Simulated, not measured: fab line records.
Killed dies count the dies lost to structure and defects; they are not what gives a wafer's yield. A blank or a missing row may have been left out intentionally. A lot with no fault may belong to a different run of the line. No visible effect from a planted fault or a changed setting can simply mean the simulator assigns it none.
Commonality check across tools :: flow sky130 :: 12 lots and 45 wafers in the sample

## REASON IT WAS OPENED
At SKY_SD_P_TW_MEAS_11 the reading SD_P_TW is flagged on 3 of 12 lots. No-fault wafers: 2820, standard deviation 41.
Rule: a lot gets a flag if all its wafers with a number sit over 4 standard deviations from that mean, or if no wafer of it has a number. All remaining lots are regarded as sound.

lot: L272
measured: day 26 03:12
on: filmMetro-01
SD_P_TW, wafer by wafer: 2861 2858 2871
flag: 

lot: L275
measured: day 27 10:11
on: filmMetro-03
SD_P_TW, wafer by wafer: 2775 2791 2777
flag: 

lot: L278
measured: day 28 12:29
on: filmMetro-01
SD_P_TW, wafer by wafer: 2873 2871 2869
flag: 

lot: L279
measured: day 29 03:41
on: filmMetro-03
SD_P_TW, wafer by wafer: 2790 2790 2780
flag: 

lot: L280
measured: day 29 04:14
on: filmMetro-02
SD_P_TW, wafer by wafer: 2857 2849 2850
flag: 

lot: L281
measured: day 29 07:56
on: filmMetro-02
SD_P_TW, wafer by wafer: 2854 2856 2848
flag: 

lot: L282
measured: day 29 13:10
on: filmMetro-03
SD_P_TW, wafer by wafer: 2758 2774 2773
flag: 

lot: L284
measured: day 30 07:00
on: filmMetro-03
SD_P_TW, wafer by wafer: 29 30 29 29 30 30
flag: FLAGGED

lot: L285
measured: day 30 17:14
on: filmMetro-03
SD_P_TW, wafer by wafer: 29 30 30 29 29 29
flag: FLAGGED

lot: L286
measured: day 30 21:55
on: filmMetro-03
SD_P_TW, wafer by wafer: 30 30 29 29 29 29
flag: FLAGGED

lot: L289
measured: day 31 22:08
on: filmMetro-03
SD_P_TW, wafer by wafer: 2774 2770 2764
flag: 

lot: L294
measured: day 33 07:23
on: filmMetro-01
SD_P_TW, wafer by wafer: 2868 2846 2859
flag: 
On average the flagged lots' numbers are 29, which is -2791 against the usual, or -68 standard deviations.

## EACH LOT AND THE TOOL IT RAN ON
The record holds 2 process steps before the reading, out of a route of 708 steps. Each cell gives the tool, then ch followed by the chambers the sampled wafers passed through, then the start.
lot: L272
flag: 
SKY_POLY_CUT_STRIP_12: plasmaAsher-04 ch 0,1, day 24 21:44
SKY_SD_P_STRIP_10: plasmaAsher-02 ch 0,1, day 26 03:06

lot: L275
flag: 
SKY_POLY_CUT_STRIP_12: plasmaAsher-03 ch 0,1, day 26 04:05
SKY_SD_P_STRIP_10: plasmaAsher-01 ch 0,1, day 27 10:04

lot: L278
flag: 
SKY_POLY_CUT_STRIP_12: plasmaAsher-02 ch 0,1, day 27 07:17
SKY_SD_P_STRIP_10: plasmaAsher-04 ch 0,1, day 28 12:23

lot: L279
flag: 
SKY_POLY_CUT_STRIP_12: plasmaAsher-04 ch 0,1, day 27 22:18
SKY_SD_P_STRIP_10: plasmaAsher-01 ch 0,1, day 29 03:35

lot: L280
flag: 
SKY_POLY_CUT_STRIP_12: plasmaAsher-03 ch 0,1, day 27 23:05
SKY_SD_P_STRIP_10: plasmaAsher-01 ch 0,1, day 29 04:07

lot: L281
flag: 
SKY_POLY_CUT_STRIP_12: plasmaAsher-02 ch 0,1, day 28 03:15
SKY_SD_P_STRIP_10: plasmaAsher-02 ch 0,1, day 29 07:49

lot: L282
flag: 
SKY_POLY_CUT_STRIP_12: plasmaAsher-02 ch 0,1, day 28 07:57
SKY_SD_P_STRIP_10: plasmaAsher-04 ch 0,1, day 29 13:04

lot: L284
flag: FLAGGED
SKY_POLY_CUT_STRIP_12: plasmaAsher-04 ch 0,1, day 29 02:17
SKY_SD_P_STRIP_10: plasmaAsher-01 ch 0,1, day 30 06:54

lot: L285
flag: FLAGGED
SKY_POLY_CUT_STRIP_12: plasmaAsher-03 ch 0,1, day 29 12:35
SKY_SD_P_STRIP_10: plasmaAsher-01 ch 0, day 30 17:07

lot: L286
flag: FLAGGED
SKY_POLY_CUT_STRIP_12: plasmaAsher-02 ch 0,1, day 29 16:56
SKY_SD_P_STRIP_10: plasmaAsher-04 ch 0,1, day 30 21:49

lot: L289
flag: 
SKY_POLY_CUT_STRIP_12: plasmaAsher-04 ch 0,1, day 30 18:26
SKY_SD_P_STRIP_10: plasmaAsher-02 ch 0,1, day 31 22:01

lot: L294
flag: 
SKY_POLY_CUT_STRIP_12: plasmaAsher-03 ch 0,1, day 32 04:50
SKY_SD_P_STRIP_10: plasmaAsher-02 ch 0,1, day 33 07:16
What is done by these steps:
- SKY_POLY_CUT_STRIP_12: strips in O2/N2.
- SKY_SD_P_STRIP_10: strips in O2/N2.
- SKY_SD_P_TW_MEAS_11

## FLAGGED AGAINST TOTAL, ONE TOOL AT A TIME (gauges that did the reading follow at the end)
step: SKY_POLY_CUT_STRIP_12
tool: plasmaAsher-02
lots run: 4
flagged: 1
share of the flagged lots: some
sound lots run after its first flagged lot: 0

step: SKY_POLY_CUT_STRIP_12
tool: plasmaAsher-03
lots run: 4
flagged: 1
share of the flagged lots: some
sound lots run after its first flagged lot: 1 (L294)

step: SKY_POLY_CUT_STRIP_12
tool: plasmaAsher-04
lots run: 4
flagged: 1
share of the flagged lots: some
sound lots run after its first flagged lot: 1 (L289)

step: SKY_SD_P_STRIP_10
tool: plasmaAsher-01
lots run: 5
flagged: 2
share of the flagged lots: some
sound lots run after its first flagged lot: 0

step: SKY_SD_P_STRIP_10
tool: plasmaAsher-02
lots run: 4
flagged: 0
share of the flagged lots: none
sound lots run after its first flagged lot: -

step: SKY_SD_P_STRIP_10
tool: plasmaAsher-04
lots run: 3
flagged: 1
share of the flagged lots: some
sound lots run after its first flagged lot: 0

step: SKY_SD_P_TW_MEAS_11
tool: filmMetro-01
lots run: 3
flagged: 0
share of the flagged lots: none
sound lots run after its first flagged lot: -

step: SKY_SD_P_TW_MEAS_11
tool: filmMetro-02
lots run: 2
flagged: 0
share of the flagged lots: none
sound lots run after its first flagged lot: -

step: SKY_SD_P_TW_MEAS_11
tool: filmMetro-03
lots run: 7
flagged: 3
share of the flagged lots: all
sound lots run after its first flagged lot: 1 (L289)

## WHAT THE TABLE PERMITS
1 row of the table ran every flagged lot: filmMetro-03 at SKY_SD_P_TW_MEAS_11.
- filmMetro-03 at SKY_SD_P_TW_MEAS_11 ran 7 lots, 3 of them flagged. Lots that were sound ran on it after the first flagged one (L289); a persistent fault on the entire tool would not allow that.
No row of the table ran every flagged lot and no sound lot after the first.

## WHAT WAS PUT IN BY THE SIMULATOR
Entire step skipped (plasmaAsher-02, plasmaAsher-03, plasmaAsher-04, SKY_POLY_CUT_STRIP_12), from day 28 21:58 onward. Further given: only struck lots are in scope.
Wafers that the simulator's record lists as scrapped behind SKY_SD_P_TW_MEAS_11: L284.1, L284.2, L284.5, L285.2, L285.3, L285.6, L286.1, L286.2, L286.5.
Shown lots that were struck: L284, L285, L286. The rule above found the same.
